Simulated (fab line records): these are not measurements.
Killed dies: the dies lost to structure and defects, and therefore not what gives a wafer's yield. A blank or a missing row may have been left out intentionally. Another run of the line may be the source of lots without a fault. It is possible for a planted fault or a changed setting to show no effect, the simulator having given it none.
The tool behind it: which one? :: flow sky130 :: Sampling: 13 lots, 39 wafers, 3 of 708 route steps

## WHAT THE GAUGES SHOWED, per wafer
SKY_VIA3_THK_MEAS_01. Usual: VIA3_HDPCVD_THK typically reads 1636 nm, with standard deviation 21.
lot: L640
measured: day 40 08:37
on: film-metro-02
VIA3_HDPCVD_THK (nm): 1625 1643 1598
flag: 

lot: L641
measured: day 40 11:23
on: film-metro-01
VIA3_HDPCVD_THK (nm): 1640 1628 1646
flag: 

lot: L639
measured: day 40 13:27
on: film-metro-01
VIA3_HDPCVD_THK (nm): 1667 1685 1663
flag: 

lot: L643
measured: day 41 05:07
on: film-metro-04
VIA3_HDPCVD_THK (nm): 1645 1628 1650
flag: 

lot: L645
measured: day 41 12:22
on: film-metro-04
VIA3_HDPCVD_THK (nm): 1629 1672 1654
flag: 

lot: L644
measured: day 41 14:07
on: film-metro-04
VIA3_HDPCVD_THK (nm): 1674 1618 1680
flag: 

lot: L646
measured: day 42 05:02
on: film-metro-02
VIA3_HDPCVD_THK (nm): 1624 1672 1618
flag: 

lot: L648
measured: day 42 10:53
on: film-metro-01
VIA3_HDPCVD_THK (nm): 1616 1642 1632
flag: 

lot: L649
measured: day 42 20:27
on: film-metro-01
VIA3_HDPCVD_THK (nm): 1631 1650 1642
flag: 

lot: L651
measured: day 43 08:56
on: film-metro-02
VIA3_HDPCVD_THK (nm): 1614 1628 1620
flag: 

lot: L653
measured: day 44 00:51
on: film-metro-02
VIA3_HDPCVD_THK (nm): 1640 1632 1597
flag: 

lot: L655
measured: day 44 06:01
on: film-metro-02
VIA3_HDPCVD_THK (nm): 1604 1439 1634
flag: OFF

lot: L660
measured: day 45 11:00
on: film-metro-02
VIA3_HDPCVD_THK (nm): 1608 1590 1604
flag: 

## EACH LOT AND THE TOOL THAT RAN IT (in order: tool; ch and the chambers of the sampled wafers; start)
lot: L640
SKY_VIA2_ETCH_15: rie-diel-01 ch 0,2,3, day 38 01:58
SKY_VIA3_HDPCVD_00: hdpcvd-02 ch 1,2, day 40 08:27

lot: L641
SKY_VIA2_ETCH_15: rie-diel-01 ch 0,1,3, day 38 04:46
SKY_VIA3_HDPCVD_00: hdpcvd-01 ch 0,1,2, day 40 11:16

lot: L639
SKY_VIA2_ETCH_15: rie-diel-02 ch 0,2,3, day 38 06:07
SKY_VIA3_HDPCVD_00: hdpcvd-02 ch 0,1, day 40 13:17

lot: L643
SKY_VIA2_ETCH_15: rie-diel-02 ch 0,1,2, day 38 23:28
SKY_VIA3_HDPCVD_00: hdpcvd-02 ch 1,2, day 41 04:56

lot: L645
SKY_VIA2_ETCH_15: rie-diel-02 ch 0,1,2, day 39 06:38
SKY_VIA3_HDPCVD_00: hdpcvd-01 ch 0,1,2, day 41 12:12

lot: L644
SKY_VIA2_ETCH_15: rie-diel-02 ch 1,2, day 39 08:28
SKY_VIA3_HDPCVD_00: hdpcvd-01 ch 1,2, day 41 13:57

lot: L646
SKY_VIA2_ETCH_15: rie-diel-04 ch 2,3, day 40 00:11
SKY_VIA3_HDPCVD_00: hdpcvd-01 ch 0,2, day 42 04:52

lot: L648
SKY_VIA2_ETCH_15: rie-diel-02 ch 0,3, day 40 07:28
SKY_VIA3_HDPCVD_00: hdpcvd-01 ch 1,2, day 42 10:44

lot: L649
SKY_VIA2_ETCH_15: rie-diel-04 ch 1,2, day 40 16:19
SKY_VIA3_HDPCVD_00: hdpcvd-02 ch 0,2, day 42 20:12

lot: L651
SKY_VIA2_ETCH_15: rie-diel-04 ch 0,2, day 41 05:26
SKY_VIA3_HDPCVD_00: hdpcvd-02 ch 0,2, day 43 08:45

lot: L653
SKY_VIA2_ETCH_15: rie-diel-01 ch 2,3, day 41 22:16
SKY_VIA3_HDPCVD_00: hdpcvd-01 ch 0,1, day 44 00:41

lot: L655
SKY_VIA2_ETCH_15: rie-diel-02 ch 1,2,3, day 42 03:31
SKY_VIA3_HDPCVD_00: hdpcvd-01 ch 0,1,2, day 44 05:51

lot: L660
SKY_VIA2_ETCH_15: rie-diel-01 ch 1,3, day 43 09:47
SKY_VIA3_HDPCVD_00: hdpcvd-02 ch 0,2, day 45 10:50
- SKY_VIA2_ETCH_15: etches SiO2 in C4F8/O2/Ar, stops on TiN, target depth 546 nm, time 84 s.
- SKY_VIA3_HDPCVD_00: deposits SiO2, target thk 1635 nm, time 272.5 s.

## WHAT THE TOOLS THEMSELVES READ (means of the sampled wafers that have a number; where no wafer has one, the mark that the record gives instead)
SKY_VIA2_ETCH_15. Usual: 0.940 a.u. for oes-product-au, sd 0.0051.
lot: L640
tool: rie-diel-01
oes-product-au (a.u.): 0.937
flag: 

lot: L641
tool: rie-diel-01
oes-product-au (a.u.): 0.941
flag: 

lot: L639
tool: rie-diel-02
oes-product-au (a.u.): 0.940
flag: 

lot: L643
tool: rie-diel-02
oes-product-au (a.u.): 0.938
flag: 

lot: L645
tool: rie-diel-02
oes-product-au (a.u.): 0.943
flag: 

lot: L644
tool: rie-diel-02
oes-product-au (a.u.): 0.939
flag: 

lot: L646
tool: rie-diel-04
oes-product-au (a.u.): 0.938
flag: 

lot: L648
tool: rie-diel-02
oes-product-au (a.u.): 0.943
flag: 

lot: L649
tool: rie-diel-04
oes-product-au (a.u.): 0.940
flag: 

lot: L651
tool: rie-diel-04
oes-product-au (a.u.): 0.942
flag: 

lot: L653
tool: rie-diel-01
oes-product-au (a.u.): 0.935
flag: 

lot: L655
tool: rie-diel-02
oes-product-au (a.u.): 0.940
flag: 

lot: L660
tool: rie-diel-01
oes-product-au (a.u.): 0.940
flag: 

## THE ANSWER, worked out from the rows above alone
Rule: a lot is off if the mean of its wafers that have a number lies more than 3 standard deviations from the usual mean. A lot without any number at a reading at which 4 lots or more have one is off too. Where the step has rows for the other lots, those lots are counted as sound. First the gauges in route order, then the tools' own readings, where a lot's mean is used as printed above. The first step at which some lot is off is used, and at that step the reading that is off furthest; a lot without a number counts as furthest.
Off: L655, at SKY_VIA3_THK_MEAS_01 (VIA3_HDPCVD_THK).
A tool fits if, at a process step before that reading, it ran every lot that is off, and no sound lot after the first of them. Gauges at SKY_VIA3_THK_MEAS_01: tried the same way as those tools. This does not decide it: 2 tools fit, namely rie-diel-02 at SKY_VIA2_ETCH_15 and hdpcvd-01 at SKY_VIA3_HDPCVD_00.

## WHAT THE SIMULATOR PUT IN
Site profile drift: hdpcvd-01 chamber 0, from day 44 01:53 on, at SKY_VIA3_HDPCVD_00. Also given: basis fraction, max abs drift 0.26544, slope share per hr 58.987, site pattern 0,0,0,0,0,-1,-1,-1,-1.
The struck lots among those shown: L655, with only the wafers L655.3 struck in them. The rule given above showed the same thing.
